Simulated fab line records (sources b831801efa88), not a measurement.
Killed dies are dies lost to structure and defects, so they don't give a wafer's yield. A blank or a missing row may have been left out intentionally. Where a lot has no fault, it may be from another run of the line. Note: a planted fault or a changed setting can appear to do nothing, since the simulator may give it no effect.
fab line records	flow gf180mcu
[record] lots = 24	wafers = 72	last_day = 34
route steps=602 shown MIM@522 TOP_METAL@567 PASSIVATION@587
lots that met no fault: from a run of the same line without faults
start_h: hours from the record's opening day to when the first of the lot's shown wafers began	wait_h: hours since the lot's step before	" identical to the entry in the row above	L1.1+2: a row that stands for several wafers	- no value present, or no start provided	* or withheld: withheld	< > ~ a bound
route shown NAME@n: NAME is a module with steps in the file, n the number in the route of the first one	usual: average and standard deviation across the fault-free wafers	same: alike in all rows	chamber/n: place in a boat	sites: the reading at each site	_std_site: the standard deviation of these	_edge_site: inner sites' mean taken away from outer sites' mean	radius_mm: how far each site lies from the wafer's centre	mask NAME#n: copy n	behind: tool/chamber where the wafer was last shaped	hold: why the lot went on hold/how many hours it stayed there/how the hold came to an end	device: the transistor (n, p or np) that didn't switch	end of line: the route-end tests of the same wafers	step lacking rows: just its recipe	killed: dies that structure and defects cost at the first sort, which is not the same as the wafer's yield	map: a wafer's dies, marking killed ones x, the rest . and places with no die _
set.NAME: the run value of the setting; set.NAME@STEP: its run value at that earlier step	model.NAME: the simulator's own value behind a step, which no gauge read
one table for each step of the route and one row for each wafer, over a sample of lots
services: a tool's chamber out of use, with start hour (start_h, from the record's first day; less than 0 if before it), hours out, and reason
[[steps]]
[step GF_MIM_METAL_ETCH_19]
[recipe] chemistry = Cl2/BCl3	mask_material = NOVOLAK	stop_on = Si3N4	target_depth_nm = 324.5	pressure_mtorr = 8	icp_w = 800	bias_w = 140	Cl2_flow_sccm = 80	bcl3_flow_sccm = 40	time_s = 54.1
[usual] drypump_motor_current_A = 5.9/0.43	oes_product_au = 0.944/0.0066	throttle_valve_pct = 28.280/0.011
lot.wafer	tool	chamber	start_h	wait_h	drypump_motor_current_A	oes_product_au	rf_hours_counter_h	throttle_valve_pct
L074.1	rie_metal-03	0	581.14	0.1	5.8	0.943	14	28.270
L074.2	"	0	"	"	5.8	0.941	-	28.272
L074.6	"	0	"	"	5.8	0.954	-	28.276
L075.1	rie_metal-01	1	594.19	0.1	6.6	0.937	12	28.262
L075.2	"	0	"	"	5.9	0.934	10	28.278
L075.3	"	1	"	"	6.6	0.948	-	28.272
L076.2	rie_metal-01	0	603.48	0.1	5.9	0.948	10	28.299
L076.4	"	1	"	"	6.7	0.942	-	28.301
L076.6	"	1	"	"	6.7	0.944	-	28.284
L077.1	rie_metal-04	0	610.64	0.1	6.1	0.946	4	28.289
L077.4	"	1	"	"	5.6	0.939	-	28.283
L077.5	"	0	"	"	6.1	0.943	-	28.284
L078.1	rie_metal-04	0	614.69	0.1	6.1	0.941	4	28.289
L078.3	"	0	"	"	6.1	0.933	-	28.274
L078.4	"	1	"	"	5.6	0.948	-	28.278
L079.3	rie_metal-04	0	626.66	0.1	6.1	0.941	-	28.289
L079.5	"	1	"	"	5.6	0.941	-	28.278
L079.6	"	0	"	"	6.1	0.953	-	28.282
L080.2	rie_metal-03	1	633.98	0.1	5.1	0.952	6	28.257
L080.3	"	0	"	"	5.7	0.947	-	28.278
L080.5	"	0	"	"	5.8	0.955	-	28.271
L081.3	rie_metal-03	0	645.45	0.1	5.8	0.940	-	28.282
L081.4	"	1	"	"	5.2	0.948	-	28.290
L081.6	"	1	"	"	5.1	0.946	-	28.281
L082.1	rie_metal-01	0	650.03	0.1	5.9	0.961	12	28.266
L082.3	"	0	"	"	5.9	0.958	-	28.255
L082.5	"	0	"	"	5.9	0.958	-	28.282
L083.2	rie_metal-03	1	661.04	0.1	5.1	0.944	7	28.270
L083.3	"	0	"	"	5.7	0.943	-	28.271
L083.5	"	0	"	"	5.8	0.942	-	28.287
L084.3	rie_metal-04	0	666.26	0.1	6.1	0.951	-	28.271
L084.5	"	0	"	"	6.1	0.954	-	28.265
L084.6	"	1	"	"	5.6	0.953	-	28.295
L085.1	rie_metal-01	1	670.49	0.1	6.6	0.944	14	28.285
L085.3	"	1	"	"	6.6	0.937	-	28.284
L085.4	"	0	"	"	5.9	0.938	-	28.294
L086.1	rie_metal-04	0	679.19	0.1	6.1	0.936	7	28.301
L086.2	"	1	"	"	5.6	0.928	1	28.281
L086.4	"	1	"	"	5.6	0.943	-	28.290
L087.4	rie_metal-03	1	684.55	0.1	5.1	0.943	-	28.300
L087.5	"	0	"	"	5.7	0.951	-	28.283
L087.6	"	1	"	"	5.1	0.950	-	28.275
L088.2	rie_metal-04	0	689.23	0.1	6.1	0.948	7	28.280
L088.4	"	1	"	"	5.6	0.939	-	28.273
L088.5	"	0	"	"	6.1	0.949	-	28.257
L089.1	rie_metal-01	0	696.28	0.1	5.9	0.936	13	28.291
L089.5	"	1	"	"	6.6	0.933	-	28.265
L089.6	"	0	"	"	5.9	0.940	-	28.282
L090.1	rie_metal-01	0	703.64	0.1	5.9	0.948	13	28.283
L090.3	"	1	"	"	6.6	0.946	-	28.268
L090.4	"	0	"	"	5.9	0.948	-	28.269
L091.1	rie_metal-03	0	711.43	0.1	5.7	0.952	4	28.272
L091.3	"	1	"	"	5.1	0.955	-	28.281
L091.4	"	0	"	"	5.8	0.935	-	28.283
L092.1	rie_metal-04	0	715.63	0.1	6.1	0.945	8	28.291
L092.4	"	0	"	"	6.1	0.950	-	28.284
L092.6	"	0	"	"	6.1	0.953	-	28.270
L093.4	rie_metal-04	1	725.65	0.1	5.6	0.948	-	28.277
L093.5	"	1	"	"	5.6	0.948	-	28.294
L093.6	"	0	"	"	6.1	0.944	-	28.283
L094.1	rie_metal-04	1	732.88	0.1	5.6	0.952	3	28.271
L094.5	"	0	"	"	6.1	0.950	-	28.261
L094.6	"	1	"	"	5.6	0.943	-	28.270
L095.1	rie_metal-03	0	737.98	0.1	5.8	0.943	5	28.287
L095.3	"	0	"	"	5.8	0.952	-	28.281
L095.6	"	1	"	"	5.1	0.931	-	28.275
L097.1	rie_metal-03	0	744.58	0.1	5.8	0.938	5	28.306
L097.3	"	0	"	"	5.7	0.949	-	28.281
L097.4	"	0	"	"	5.8	0.935	-	28.273
L096.2	rie_metal-01	1	744.90	0.1	6.6	0.937	-	28.296
L096.5	"	1	"	"	6.7	0.938	-	28.287
L096.6	"	1	"	"	6.6	0.945	-	28.286
[step GF_MIM_STRIP_20]
[recipe] chemistry = O2/N2	power_w = 1400	pressure_mtorr = 1500	platen_temp_c = 250	o2_flow_sccm = 3000	n2_flow_sccm = 300	overash_fraction = 0.5
[usual] drypump_motor_current_A = 5.7/0.64	heater_power_w = 319/12	oes_product_au = 0.691/0.0053	strip_time_to_endpoint_s = 11.21/0.044
lot.wafer	tool	chamber	start_h	wait_h	drypump_motor_current_A	heater_power_w	oes_product_au	rf_hours_counter_h	strip_time_to_endpoint_s
L074.1	plasma_asher-02	0	581.28	0.1	5.8	310	0.699	83	11.29
L074.2	"	1	"	"	6.5	317	0.699	83	11.32
L074.6	"	1	"	"	6.4	306	0.693	-	11.29
L075.1	plasma_asher-02	1	594.26	0.0	6.5	320	0.684	85	11.19
L075.2	"	0	"	"	5.7	309	0.690	85	11.24
L075.3	"	1	"	"	6.5	312	0.691	-	11.19
L076.2	plasma_asher-03	1	603.55	0.0	5.0	305	0.693	101	11.20
L076.4	"	1	"	"	5.0	302	0.687	-	11.20
L076.6	"	1	"	"	5.0	297	0.693	-	11.21
L077.1	plasma_asher-03	0	610.71	0.0	5.5	328	0.697	102	11.26
L077.4	"	0	"	"	5.5	328	0.691	-	11.25
L077.5	"	0	"	"	5.5	333	0.687	-	11.21
L078.1	plasma_asher-01	0	614.76	0.0	6.8	320	0.697	49	11.20
L078.3	"	1	"	"	5.2	313	0.688	-	11.20
L078.4	"	0	"	"	6.8	322	0.687	-	11.21
L079.3	plasma_asher-03	1	626.74	0.1	5.0	312	0.692	-	11.23
L079.5	"	1	"	"	5.0	311	0.700	-	11.26
L079.6	"	0	"	"	5.5	329	0.685	-	11.21
L080.2	plasma_asher-03	0	634.07	0.1	5.5	327	0.691	104	11.20
L080.3	"	0	"	"	5.5	333	0.694	-	11.15
L080.5	"	1	"	"	5.0	306	0.694	-	11.17
L081.3	plasma_asher-03	1	645.53	0.1	5.0	301	0.692	-	11.10
L081.4	"	0	"	"	5.5	331	0.681	-	11.12
L081.6	"	1	"	"	5.0	306	0.689	-	11.15
L082.1	plasma_asher-03	0	650.17	0.1	5.4	329	0.693	107	11.16
L082.3	"	1	"	"	5.0	306	0.683	-	11.19
L082.5	"	0	"	"	5.5	330	0.687	-	11.18
L083.2	plasma_asher-03	1	661.11	0.0	5.0	308	0.687	108	11.17
L083.3	"	1	"	"	5.0	302	0.682	-	11.12
L083.5	"	1	"	"	4.9	308	0.685	-	11.15
L084.3	plasma_asher-02	0	666.35	0.1	5.7	310	0.692	-	11.22
L084.5	"	1	"	"	6.4	321	0.689	-	11.18
L084.6	"	0	"	"	5.8	306	0.689	-	11.18
L085.1	plasma_asher-02	0	670.56	0.0	5.8	302	0.695	95	11.14
L085.3	"	0	"	"	5.7	316	0.687	-	11.13
L085.4	"	1	"	"	6.5	322	0.684	-	11.21
L086.1	plasma_asher-01	1	679.26	0.0	5.3	314	0.692	53	11.23
L086.2	"	0	"	"	6.8	319	0.694	53	11.25
L086.4	"	1	"	"	5.3	320	0.697	-	11.25
L087.4	plasma_asher-01	0	684.63	0.1	6.8	328	0.696	-	11.23
L087.5	"	0	"	"	6.8	327	0.689	-	11.22
L087.6	"	1	"	"	5.2	321	0.688	-	11.24
L088.2	plasma_asher-01	0	689.30	0.0	6.8	312	0.684	55	11.16
L088.4	"	1	"	"	5.3	324	0.678	-	11.16
L088.5	"	1	"	"	5.2	315	0.695	-	11.23
L089.1	plasma_asher-02	0	696.35	0.0	5.7	311	0.684	97	11.20
L089.5	"	1	"	"	6.5	306	0.686	-	11.16
L089.6	"	0	"	"	5.7	308	0.695	-	11.21
L090.1	plasma_asher-03	0	703.71	0.0	5.5	334	0.699	112	11.25
L090.3	"	1	"	"	5.0	309	0.690	-	11.22
L090.4	"	0	"	"	5.5	334	0.696	-	11.24
L091.1	plasma_asher-01	1	711.50	0.0	5.3	322	0.688	57	11.19
L091.3	"	0	"	"	6.7	326	0.693	-	11.28
L091.4	"	1	"	"	5.3	320	0.685	-	11.23
L092.1	plasma_asher-03	1	715.70	0.0	5.0	309	0.684	114	11.16
L092.4	"	0	"	"	5.5	323	0.684	-	11.24
L092.6	"	1	"	"	5.0	304	0.691	-	11.24
L093.4	plasma_asher-02	0	725.73	0.1	5.8	307	0.692	-	11.24
L093.5	"	0	"	"	5.7	306	0.688	-	11.24
L093.6	"	1	"	"	6.5	319	0.694	-	11.23
L094.1	plasma_asher-01	0	732.95	0.0	6.7	326	0.695	59	11.17
L094.5	"	0	"	"	6.7	316	0.691	-	11.19
L094.6	"	1	"	"	5.3	318	0.693	-	11.14
L095.1	plasma_asher-01	0	738.05	0.0	6.8	326	0.683	60	11.14
L095.3	"	0	"	"	6.8	330	0.688	-	11.19
L095.6	"	1	"	"	5.2	323	0.691	-	11.23
L097.1	plasma_asher-03	0	744.72	0.1	5.5	358	0.697	0	11.25
L097.3	"	1	"	"	5.0	317	0.695	-	11.22
L097.4	"	0	"	"	5.4	353	0.693	-	11.24
L096.2	plasma_asher-01	1	745.02	0.1	5.2	318	0.683	61	11.19
L096.5	"	1	"	"	5.2	323	0.679	-	11.22
L096.6	"	0	"	"	6.8	333	0.698	-	11.23
[step GF_TOP_METAL_SPUTTER_00]
[recipe] material = Ti	target_thk_nm = 37.5	arriving_ion_energy_ev = 80	substrate_temp_c = 200	chamber_pressure_pa = 2	power_w = 4000	time_s = 150
[usual] substrate_temp_c = 200.02/0.15	throttle_valve_pct = 30.1/1.3
lot.wafer	tool	chamber	start_h	wait_h	substrate_temp_c	throttle_valve_pct
L074.1	pvd_sputter-04	-	626.37	0.1	200.06	27.6
L074.2	"	-	"	"	200.19	30.2
L074.6	"	-	"	"	199.93	32.6
L075.1	pvd_sputter-02	-	638.37	0.2	199.90	30.3
L075.2	"	-	"	"	200.05	29.6
L075.3	"	-	"	"	199.95	30.7
L076.2	pvd_sputter-01	-	647.54	0.2	199.89	30.1
L076.4	"	-	"	"	200.04	31.4
L076.6	"	-	"	"	199.83	31.6
L077.1	pvd_sputter-01	-	653.57	0.1	199.98	30.1
L077.4	"	-	"	"	200.06	29.1
L077.5	"	-	"	"	200.02	29.2
L078.1	pvd_sputter-01	-	658.26	0.1	200.12	31.4
L078.3	"	-	"	"	199.86	29.9
L078.4	"	-	"	"	199.67	30.1
L079.3	pvd_sputter-02	-	669.27	0.2	199.97	29.5
L079.5	"	-	"	"	199.90	30.6
L079.6	"	-	"	"	199.97	30.7
L080.2	pvd_sputter-01	-	676.73	0.1	200.06	29.9
L080.3	"	-	"	"	200.15	31.5
L080.5	"	-	"	"	200.00	31.6
L081.3	pvd_sputter-01	-	687.25	0.1	199.92	29.1
L081.4	"	-	"	"	200.01	30.2
L081.6	"	-	"	"	199.97	31.5
L082.1	pvd_sputter-04	-	691.15	0.1	200.12	28.0
L082.3	"	-	"	"	200.15	32.6
L082.5	"	-	"	"	199.89	27.8
L083.2	pvd_sputter-04	-	702.21	0.2	200.00	30.6
L083.3	"	-	"	"	200.01	27.8
L083.5	"	-	"	"	200.07	27.5
L084.3	pvd_sputter-01	-	707.91	0.1	200.27	31.8
L084.5	"	-	"	"	200.07	29.7
L084.6	"	-	"	"	200.24	31.4
L085.1	pvd_sputter-04	-	710.41	0.1	199.70	27.7
L085.3	"	-	"	"	200.17	27.8
L085.4	"	-	"	"	199.72	32.6
L086.1	pvd_sputter-01	-	718.61	0.2	200.06	30.1
L086.2	"	-	"	"	200.06	29.1
L086.4	"	-	"	"	200.01	31.6
L087.4	pvd_sputter-01	-	725.13	0.1	200.01	29.6
L087.5	"	-	"	"	199.82	29.9
L087.6	"	-	"	"	199.96	31.5
L088.2	pvd_sputter-04	-	728.71	0.1	200.01	30.2
L088.4	"	-	"	"	199.91	27.5
L088.5	"	-	"	"	200.02	27.9
L089.1	pvd_sputter-01	-	735.12	0.1	199.98	31.5
L089.5	"	-	"	"	199.98	31.4
L089.6	"	-	"	"	200.19	29.3
L090.1	pvd_sputter-01	-	743.18	0.2	200.18	30.3
L090.3	"	-	"	"	200.03	29.1
L090.4	"	-	"	"	199.83	29.8
L091.1	pvd_sputter-02	-	749.94	0.1	199.97	29.4
L091.3	"	-	"	"	200.22	30.9
L091.4	"	-	"	"	200.20	29.8
L092.1	pvd_sputter-04	-	753.66	0.1	200.28	27.4
L092.4	"	-	"	"	200.00	30.3
L092.6	"	-	"	"	200.15	32.3
L093.4	pvd_sputter-01	-	763.09	0.2	200.27	29.2
L093.5	"	-	"	"	200.04	30.1
L093.6	"	-	"	"	200.07	29.1
L094.1	pvd_sputter-02	-	769.52	0.2	200.05	30.6
L094.5	"	-	"	"	200.17	29.8
L094.6	"	-	"	"	199.78	29.7
L095.1	pvd_sputter-02	-	774.71	0.2	200.19	29.7
L095.3	"	-	"	"	199.90	30.6
L095.6	"	-	"	"	199.81	30.9
L097.1	pvd_sputter-02	-	780.41	0.1	199.68	29.4
L097.3	"	-	"	"	199.98	31.0
L097.4	"	-	"	"	200.18	29.7
L096.2	pvd_sputter-02	-	781.02	0.2	200.25	29.7
L096.5	"	-	"	"	199.86	29.7
L096.6	"	-	"	"	199.94	29.7
[step GF_PASSIVATION_CVD_00]
[recipe] material = SiO2	target_thk_nm = 1000	precursor = TEOS	temp_c = 400	time_s = 111.95	rf_w = 600
[usual] heater_power_w = 610/98
lot.wafer	tool	chamber	start_h	wait_h	heater_power_w
L074.1	pecvd-01	1	647.26	0.0	781
L074.2	"	2	"	"	671
L074.6	"	1	"	"	807
L075.1	pecvd-04	1	659.20	0.0	535
L075.2	"	0	"	"	478
L075.3	"	2	"	"	569
L076.2	pecvd-01	0	667.71	0.0	445
L076.4	"	1	"	"	655
L076.6	"	1	"	"	739
L077.1	pecvd-03	1	673.25	0.0	750
L077.4	"	1	"	"	777
L077.5	"	0	"	"	603
L078.1	pecvd-01	1	678.31	0.0	781
L078.3	"	2	"	"	610
L078.4	"	2	"	"	674
L079.3	pecvd-01	1	688.70	0.0	695
L079.5	"	2	"	"	756
L079.6	"	0	"	"	493
L080.2	pecvd-03	1	695.91	0.0	797
L080.3	"	2	"	"	640
L080.5	"	0	"	"	616
L081.3	pecvd-03	0	706.89	0.0	592
L081.4	"	1	"	"	765
L081.6	"	0	"	"	630
L082.1	pecvd-04	2	712.63	0.0	568
L082.3	"	0	"	"	568
L082.5	"	0	"	"	592
L083.2	pecvd-03	1	721.29	0.0	787
L083.3	"	2	"	"	640
L083.5	"	1	"	"	642
L084.3	pecvd-04	0	727.59	0.0	503
L084.5	"	2	"	"	478
L084.6	"	0	"	"	546
L085.1	pecvd-04	2	729.16	0.0	591
L085.3	"	0	"	"	540
L085.4	"	2	"	"	462
L086.1	pecvd-01	0	736.80	0.0	458
L086.2	"	1	"	"	834
L086.4	"	2	"	"	728
L087.4	pecvd-04	1	743.66	0.0	637
L087.5	"	0	"	"	461
L087.6	"	2	"	"	465
L088.2	pecvd-03	1	747.06	0.0	703
L088.4	"	1	"	"	735
L088.5	"	0	"	"	622
L089.1	pecvd-01	0	753.35	0.0	554
L089.5	"	2	"	"	601
L089.6	"	0	"	"	434
L090.1	pecvd-04	0	760.66	0.0	513
L090.3	"	2	"	"	563
L090.4	"	2	"	"	585
L091.1	pecvd-01	2	767.45	0.0	752
L091.3	"	0	"	"	511
L091.4	"	2	"	"	613
L092.1	pecvd-01	0	770.61	0.0	533
L092.4	"	2	"	"	604
L092.6	"	1	"	"	653
L093.4	pecvd-04	1	779.98	0.0	636
L093.5	"	2	"	"	456
L093.6	"	0	"	"	533
L094.1	pecvd-03	2	786.58	0.0	627
L094.5	"	1	"	"	787
L094.6	"	2	"	"	669
L095.1	pecvd-04	0	790.72	0.0	510
L095.3	"	2	"	"	454
L095.6	"	0	"	"	574
L097.1	pecvd-04	1	796.79	0.0	616
L097.3	"	1	"	"	657
L097.4	"	0	"	"	452
L096.2	pecvd-03	2	797.11	0.0	645
L096.5	"	1	"	"	785
L096.6	"	0	"	"	519
[step GF_PASSIVATION_ETCH_11]
[recipe] chemistry = CF4/O2	target_depth_nm = 2040	stop_on = TiN	source_w = 800	bias_w = 150	pressure_mtorr = 150	cf4_flow_sccm = 80	O2_flow_sccm = 10	time_s = 453.3
[usual] cf4_flow_sccm = 80.01/0.24	drypump_motor_current_A = 5.6/0.58	oes_product_au = 0.990/0.0053	throttle_valve_pct = 5.968/0.0097
lot.wafer	tool	chamber	start_h	wait_h	cf4_flow_sccm	drypump_motor_current_A	oes_product_au	rf_hours_counter_h	throttle_valve_pct
L074.1	rie_diel-01	1	666.88	-	80.16	4.6	0.998	11	5.961
L074.2	"	3	"	"	79.58	5.0	0.989	41	5.975
L074.6	"	1	"	"	79.93	4.6	0.986	-	5.962
L075.1	rie_diel-01	3	678.68	-	79.78	5.0	0.988	42	5.965
L075.2	"	2	"	"	79.73	5.3	0.996	20	5.959
L075.3	"	0	"	"	80.20	5.8	0.989	48	5.954
L076.2	rie_diel-04	1	686.73	-	80.10	5.4	0.997	11	5.990
L076.4	"	3	"	"	79.94	6.1	0.988	-	5.958
L076.6	"	2	"	"	80.04	6.6	0.990	-	5.965
L077.1	rie_diel-04	2	692.49	-	80.10	6.6	0.997	13	5.956
L077.4	"	1	"	"	79.81	5.4	0.992	-	5.970
L077.5	"	3	"	"	79.96	6.0	0.999	-	5.952
L078.1	rie_diel-04	3	697.18	-	80.33	6.0	0.983	18	5.967
L078.3	"	2	"	"	79.98	6.6	0.988	14	5.978
L078.4	"	1	"	"	79.72	5.4	0.989	-	5.977
L079.3	rie_diel-01	1	706.93	-	79.85	4.6	0.988	13	5.975
L079.5	"	0	"	"	80.18	5.9	0.988	-	5.977
L079.6	"	3	"	"	79.69	5.0	0.996	-	5.972
L080.2	rie_diel-01	3	714.43	-	80.04	5.0	0.991	43	5.974
L080.3	"	1	"	"	80.24	4.6	0.991	14	5.976
L080.5	"	1	"	"	79.96	4.6	0.995	-	5.963
L081.3	rie_diel-04	2	724.43	-	80.39	6.5	0.992	15	5.987
L081.4	"	1	"	"	80.12	5.4	0.983	13	5.969
L081.6	"	0	"	"	80.12	5.1	0.994	-	5.973
L082.1	rie_diel-01	0	730.54	-	80.08	5.8	0.978	50	5.970
L082.3	"	1	"	"	79.82	4.6	0.989	15	5.960
L082.5	"	1	"	"	80.19	4.6	0.983	-	5.976
L083.2	rie_diel-04	2	738.89	-	79.77	6.5	0.996	15	5.977
L083.3	"	1	"	"	80.01	5.4	0.994	14	5.961
L083.5	"	2	"	"	80.21	6.6	0.988	-	5.965
L084.3	rie_diel-03	3	744.29	-	80.22	6.1	0.980	34	5.958
L084.5	"	2	"	"	80.14	6.1	0.997	-	5.968
L084.6	"	1	"	"	79.94	5.2	0.999	-	5.964
L085.1	rie_diel-01	0	747.19	-	80.25	5.8	0.988	51	5.969
L085.3	"	2	"	"	80.24	5.4	0.989	23	5.960
L085.4	"	1	"	"	79.87	4.6	0.997	15	5.966
L086.1	rie_diel-04	3	754.04	-	80.47	6.1	0.988	21	5.973
L086.2	"	2	"	"	79.96	6.6	0.986	16	5.962
L086.4	"	1	"	"	79.82	5.3	0.985	15	5.967
L087.4	rie_diel-03	1	760.44	-	79.78	5.2	0.987	9	5.962
L087.5	"	0	"	"	80.00	6.2	0.983	-	5.969
L087.6	"	1	"	"	79.69	5.2	0.987	-	5.974
L088.2	rie_diel-01	0	763.94	-	79.91	5.9	0.988	52	5.959
L088.4	"	3	"	"	80.24	5.0	0.985	45	5.968
L088.5	"	2	"	"	80.45	5.3	0.993	-	5.977
L089.1	rie_diel-01	2	769.78	-	80.04	5.3	0.981	24	5.966
L089.5	"	3	"	"	79.44	5.0	0.986	-	5.978
L089.6	"	0	"	"	80.07	5.9	0.986	-	5.990
L090.1	rie_diel-04	3	776.69	-	79.79	6.1	0.981	22	5.967
L090.3	"	0	"	"	79.58	5.2	0.978	3	5.980
L090.4	"	0	"	"	79.91	5.1	0.989	-	5.951
L091.1	rie_diel-04	0	783.64	-	80.36	5.1	0.987	3	5.947
L091.3	"	3	"	"	79.81	6.1	0.985	23	5.988
L091.4	"	3	"	"	80.08	6.1	0.996	-	5.980
L092.1	rie_diel-04	3	786.43	-	80.06	6.1	0.994	23	5.960
L092.4	"	0	"	"	80.23	5.1	0.984	4	5.964
L092.6	"	3	"	"	79.82	6.1	0.995	-	5.974
L093.4	rie_diel-04	0	795.66	-	80.15	5.1	0.988	-	5.991
L093.5	"	3	"	"	79.89	6.0	0.999	-	5.970
L093.6	"	2	"	"	79.85	6.6	0.999	-	5.993
L094.1	rie_diel-03	2	802.03	-	80.04	6.1	0.992	10	5.965
L094.5	"	3	"	"	79.93	6.1	0.991	-	5.959
L094.6	"	0	"	"	79.75	6.1	0.983	-	5.952
L095.1	rie_diel-04	2	805.63	-	80.11	6.5	0.990	18	5.983
L095.3	"	1	"	"	79.96	5.4	0.988	17	5.969
L095.6	"	0	"	"	79.79	5.1	0.983	-	5.971
L097.1	rie_diel-01	0	811.84	-	80.25	5.9	0.977	2	5.958
L097.3	"	2	"	"	80.18	5.4	0.985	27	5.956
L097.4	"	2	"	"	80.22	5.4	0.982	-	5.975
L096.2	rie_diel-03	1	812.18	-	79.79	5.2	0.998	11	5.955
L096.5	"	0	"	"	80.49	6.2	0.997	-	5.968
L096.6	"	1	"	"	80.06	5.2	0.995	-	5.966
[step GF_PASSIVATION_STRIP_12]
[recipe] chemistry = O2/N2	power_w = 1400	pressure_mtorr = 1500	platen_temp_c = 250	o2_flow_sccm = 3000	n2_flow_sccm = 300	overash_fraction = 0.5
[usual] drypump_motor_current_A = 5.8/0.61	heater_power_w = 321/14	oes_product_au = 0.719/0.0044	strip_time_to_endpoint_s = 32.99/0.15
lot.wafer	tool	chamber	start_h	wait_h	drypump_motor_current_A	heater_power_w	oes_product_au	rf_hours_counter_h	strip_time_to_endpoint_s
L074.1	plasma_asher-03	0	667.15	0.1	5.5	335	0.725	109	33.10
L074.2	"	1	"	"	5.0	300	0.722	109	33.18
L074.6	"	1	"	"	5.0	304	0.716	-	33.20
L075.1	plasma_asher-01	1	678.95	0.1	5.2	326	0.725	53	32.92
L075.2	"	0	"	"	6.7	330	0.729	53	32.55
L075.3	"	1	"	"	5.2	325	0.724	-	32.87
L076.2	plasma_asher-01	1	687.00	0.1	5.3	318	0.723	54	33.07
L076.4	"	0	"	"	6.8	329	0.726	-	33.03
L076.6	"	0	"	"	6.8	330	0.712	-	32.99
L077.1	plasma_asher-01	0	692.76	0.1	6.8	316	0.725	55	32.88
L077.4	"	0	"	"	6.8	319	0.710	-	32.97
L077.5	"	0	"	"	6.8	322	0.717	-	32.85
L078.1	plasma_asher-02	0	697.45	0.1	5.7	300	0.717	97	33.17
L078.3	"	1	"	"	6.5	312	0.716	-	33.01
L078.4	"	0	"	"	5.8	309	0.716	-	33.01
L079.3	plasma_asher-03	0	707.23	0.2	5.5	334	0.724	-	33.13
L079.5	"	0	"	"	5.5	343	0.716	-	33.21
L079.6	"	1	"	"	5.0	314	0.721	-	33.13
L080.2	plasma_asher-02	0	714.70	0.1	5.7	300	0.723	98	32.70
L080.3	"	1	"	"	6.5	308	0.712	-	32.89
L080.5	"	1	"	"	6.5	307	0.712	-	32.74
L081.3	plasma_asher-01	1	724.73	0.2	5.3	326	0.711	-	32.95
L081.4	"	0	"	"	6.8	324	0.729	-	33.05
L081.6	"	1	"	"	5.2	315	0.728	-	33.14
L082.1	plasma_asher-03	1	730.81	0.1	5.0	305	0.721	116	33.14
L082.3	"	1	"	"	5.0	307	0.708	-	32.98
L082.5	"	1	"	"	5.0	300	0.719	-	32.99
L083.2	plasma_asher-01	0	739.16	0.1	6.7	330	0.719	60	32.74
L083.3	"	0	"	"	6.7	311	0.708	-	32.68
L083.5	"	0	"	"	6.7	322	0.722	-	32.87
L084.3	plasma_asher-03	0	744.59	0.2	5.5	350	0.722	-	33.13
L084.5	"	0	"	"	5.5	353	0.720	-	33.09
L084.6	"	1	"	"	5.0	319	0.720	-	32.99
L085.1	plasma_asher-02	0	747.46	0.1	5.8	309	0.722	101	32.83
L085.3	"	0	"	"	5.7	310	0.722	-	32.78
L085.4	"	1	"	"	6.5	311	0.719	-	32.77
L086.1	plasma_asher-02	0	754.31	0.1	5.7	314	0.712	102	32.86
L086.2	"	1	"	"	6.5	315	0.725	102	33.05
L086.4	"	0	"	"	5.8	318	0.723	-	33.03
L087.4	plasma_asher-03	1	760.74	0.2	5.0	314	0.719	-	33.02
L087.5	"	0	"	"	5.5	349	0.718	-	33.28
L087.6	"	1	"	"	5.0	313	0.721	-	32.82
L088.2	plasma_asher-02	0	764.21	0.1	5.7	311	0.718	103	33.03
L088.4	"	0	"	"	5.7	308	0.718	-	33.19
L088.5	"	1	"	"	6.5	311	0.718	-	33.03
L089.1	plasma_asher-02	0	770.05	0.1	5.7	307	0.715	104	32.90
L089.5	"	1	"	"	6.5	311	0.723	-	33.10
L089.6	"	0	"	"	5.7	314	0.725	-	33.14
L090.1	plasma_asher-03	1	776.96	0.1	5.0	319	0.719	3	32.99
L090.3	"	0	"	"	5.5	349	0.715	-	33.27
L090.4	"	1	"	"	5.0	333	0.721	-	33.23
L091.1	plasma_asher-02	0	783.91	0.1	5.7	313	0.724	105	33.07
L091.3	"	0	"	"	5.8	309	0.715	-	33.02
L091.4	"	1	"	"	6.5	313	0.728	-	32.95
L092.1	plasma_asher-02	0	786.70	0.1	5.7	317	0.712	105	32.95
L092.4	"	1	"	"	6.4	314	0.717	-	33.14
L092.6	"	0	"	"	5.7	315	0.718	-	32.82
L093.4	plasma_asher-03	1	795.83	0.0	5.0	319	0.718	-	33.13
L093.5	"	0	"	"	5.5	349	0.722	-	32.92
L093.6	"	1	"	"	5.0	321	0.709	-	32.86
L094.1	plasma_asher-02	0	802.30	0.1	5.7	315	0.717	107	32.99
L094.5	"	0	"	"	5.8	304	0.719	-	33.01
L094.6	"	1	"	"	6.5	318	0.718	-	32.92
L095.1	plasma_asher-03	1	805.90	0.1	5.0	323	0.717	7	32.80
L095.3	"	1	"	"	5.0	322	0.717	-	32.91
L095.6	"	1	"	"	5.0	326	0.724	-	33.03
L097.1	plasma_asher-02	1	812.11	0.1	6.4	312	0.719	107	33.36
L097.3	"	1	"	"	6.5	319	0.721	-	33.04
L097.4	"	0	"	"	5.8	317	0.718	-	33.08
L096.2	plasma_asher-01	1	812.45	0.1	5.2	319	0.730	68	32.93
L096.5	"	0	"	"	6.8	327	0.710	-	33.02
L096.6	"	1	"	"	5.2	316	0.716	-	32.85
[[services]]
tool	chamber	start_h	hours	kind
pvd_sputter-01	-	570.48	26.4	repair
rie_diel-01	1	573.84	13.9	repair
pecvd-04	-	579.21	3.0	repair
plasma_asher-01	-	584.36	23.4	pm
pecvd-04	-	591.12	14.0	pm
plasma_asher-02	-	603.01	1.0	repair
plasma_asher-01	-	635.40	17.2	repair
pvd_sputter-01	-	642.42	2.9	repair
pecvd-04	-	646.98	2.2	repair
rie_diel-04	2	650.09	10.5	repair
rie_diel-04	3	675.19	11.5	repair
pvd_sputter-01	-	692.94	1.2	repair
plasma_asher-02	-	698.83	15.6	pm
pvd_sputter-01	-	709.07	4.0	repair
plasma_asher-02	-	719.59	0.4	repair
plasma_asher-02	-	722.53	1.7	repair
plasma_asher-03	-	733.75	9.0	pm
plasma_asher-03	-	745.26	2.8	pm
pvd_sputter-01	-	746.76	0.8	repair
rie_diel-04	2	774.93	10.4	repair
plasma_asher-03	-	778.42	1.3	repair
rie_diel-04	1	788.57	10.5	repair
plasma_asher-02	-	790.80	3.0	repair
plasma_asher-01	-	800.49	1.3	repair
[[key]]
fault none
